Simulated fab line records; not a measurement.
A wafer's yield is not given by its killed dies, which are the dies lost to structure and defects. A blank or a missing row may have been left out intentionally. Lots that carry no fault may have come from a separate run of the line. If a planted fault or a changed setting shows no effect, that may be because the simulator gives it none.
The tool behind it: which one? || flow sfqLine || at 1 step of a route of 325, 15 lots with 45 wafers sampled

## WHAT THE GAUGES SHOWED, per wafer
The record lacks any reading of a measuring or inspecting step that a usual standard deviation could be used to judge.

## TOOL THAT RAN EACH LOT (tool first, then ch and the chambers of the sampled wafers, then the start)
{"lot": "L382", "SFQ_TRILAYER_I2_VIA_LITHO_PEB_070": "lithoTrack-03 ch 0, day 22 22:44"}
{"lot": "L384", "SFQ_TRILAYER_I2_VIA_LITHO_PEB_070": "lithoTrack-04 ch 0, day 23 15:34"}
{"lot": "L385", "SFQ_TRILAYER_I2_VIA_LITHO_PEB_070": "lithoTrack-03 ch 0, day 24 01:40"}
{"lot": "L386", "SFQ_TRILAYER_I2_VIA_LITHO_PEB_070": "lithoTrack-03 ch 0, day 24 13:45"}
{"lot": "L390", "SFQ_TRILAYER_I2_VIA_LITHO_PEB_070": "lithoTrack-04, day 25 18:58"}
{"lot": "L391", "SFQ_TRILAYER_I2_VIA_LITHO_PEB_070": "lithoTrack-03, day 26 07:39"}
{"lot": "L392", "SFQ_TRILAYER_I2_VIA_LITHO_PEB_070": "lithoTrack-04, day 26 09:58"}
{"lot": "L396", "SFQ_TRILAYER_I2_VIA_LITHO_PEB_070": "lithoTrack-03 ch 0, day 27 17:10"}
{"lot": "L397", "SFQ_TRILAYER_I2_VIA_LITHO_PEB_070": "lithoTrack-04 ch 0, day 27 23:57"}
{"lot": "L398", "SFQ_TRILAYER_I2_VIA_LITHO_PEB_070": "lithoTrack-02 ch 0, day 28 02:19"}
{"lot": "L399", "SFQ_TRILAYER_I2_VIA_LITHO_PEB_070": "lithoTrack-04 ch 0, day 28 17:31"}
{"lot": "L401", "SFQ_TRILAYER_I2_VIA_LITHO_PEB_070": "lithoTrack-02 ch 0, day 29 12:42"}
{"lot": "L402", "SFQ_TRILAYER_I2_VIA_LITHO_PEB_070": "lithoTrack-02 ch 0, day 30 00:42"}
{"lot": "L404", "SFQ_TRILAYER_I2_VIA_LITHO_PEB_070": "lithoTrack-02 ch 0, day 30 15:06"}
{"lot": "L405", "SFQ_TRILAYER_I2_VIA_LITHO_PEB_070": "lithoTrack-03 ch 0, day 30 22:16"}
- SFQ_TRILAYER_I2_VIA_LITHO_PEB_070: peb time 60 s.

## WHAT THE TOOLS THEMSELVES READ (means of the sampled wafers that have a number; where no wafer has one, the mark that the record gives instead)
SFQ_TRILAYER_I2_VIA_LITHO_PEB_070.
{"lot": "L382", "tool": "lithoTrack-03", "chillPlateTempC (C)": 23.01, "exhaustPa (Pa)": 44.4}
{"lot": "L384", "tool": "lithoTrack-04", "chillPlateTempC (C)": 22.95, "exhaustPa (Pa)": 45.4}
{"lot": "L385", "tool": "lithoTrack-03", "chillPlateTempC (C)": 23.05, "exhaustPa (Pa)": 45.2}
{"lot": "L386", "tool": "lithoTrack-03", "chillPlateTempC (C)": 23.03, "exhaustPa (Pa)": 44.5}
{"lot": "L390", "tool": "lithoTrack-04", "chillPlateTempC (C)": "-", "exhaustPa (Pa)": "-"}
{"lot": "L391", "tool": "lithoTrack-03", "chillPlateTempC (C)": "-", "exhaustPa (Pa)": "-"}
{"lot": "L392", "tool": "lithoTrack-04", "chillPlateTempC (C)": "-", "exhaustPa (Pa)": "-"}
{"lot": "L396", "tool": "lithoTrack-03", "chillPlateTempC (C)": 23.09, "exhaustPa (Pa)": 43.9}
{"lot": "L397", "tool": "lithoTrack-04", "chillPlateTempC (C)": 23.00, "exhaustPa (Pa)": 44.7}
{"lot": "L398", "tool": "lithoTrack-02", "chillPlateTempC (C)": 22.99, "exhaustPa (Pa)": 44.5}
{"lot": "L399", "tool": "lithoTrack-04", "chillPlateTempC (C)": 23.08, "exhaustPa (Pa)": 44.9}
{"lot": "L401", "tool": "lithoTrack-02", "chillPlateTempC (C)": 23.08, "exhaustPa (Pa)": 44.8}
{"lot": "L402", "tool": "lithoTrack-02", "chillPlateTempC (C)": 22.93, "exhaustPa (Pa)": 45.4}
{"lot": "L404", "tool": "lithoTrack-02", "chillPlateTempC (C)": 22.97, "exhaustPa (Pa)": 46.0}
{"lot": "L405", "tool": "lithoTrack-03", "chillPlateTempC (C)": 23.13, "exhaustPa (Pa)": 45.4}

## THE ANSWER, worked out from the rows above alone
Rule: what is usual is taken from the lots themselves. Put in order of their means at a reading, lots are off if they are a third of the lots or fewer, leave a main group of 4 or more, and stand apart from it by a gap of 3 or more times the standard deviation of the main group's means; of several such gaps the widest counts. A main group whose means are all the same, to the digits that the tables above print for the reading, isn't used. A lot without any number at a reading at which 4 lots or more have one is off too. All remaining lots with rows at the step are treated as sound. First the gauges in route order, then the tools' own readings, where a lot's mean is used as printed above. The first step at which some lot is off is used, and at that step the reading that is off furthest; a lot without a number counts as furthest.
Off at SFQ_TRILAYER_I2_VIA_LITHO_PEB_070 (chillPlateTempC): L390, L391, L392. Without a number there: L390, L391, L392. Mean 23.03 C and standard deviation 0.059 in the main group.
A tool fits if, at that step or a process step before it, it ran every lot that is off, and no sound lot after the first of them. Not one of the candidates tried fits.

## WHAT THE SIMULATOR PUT IN
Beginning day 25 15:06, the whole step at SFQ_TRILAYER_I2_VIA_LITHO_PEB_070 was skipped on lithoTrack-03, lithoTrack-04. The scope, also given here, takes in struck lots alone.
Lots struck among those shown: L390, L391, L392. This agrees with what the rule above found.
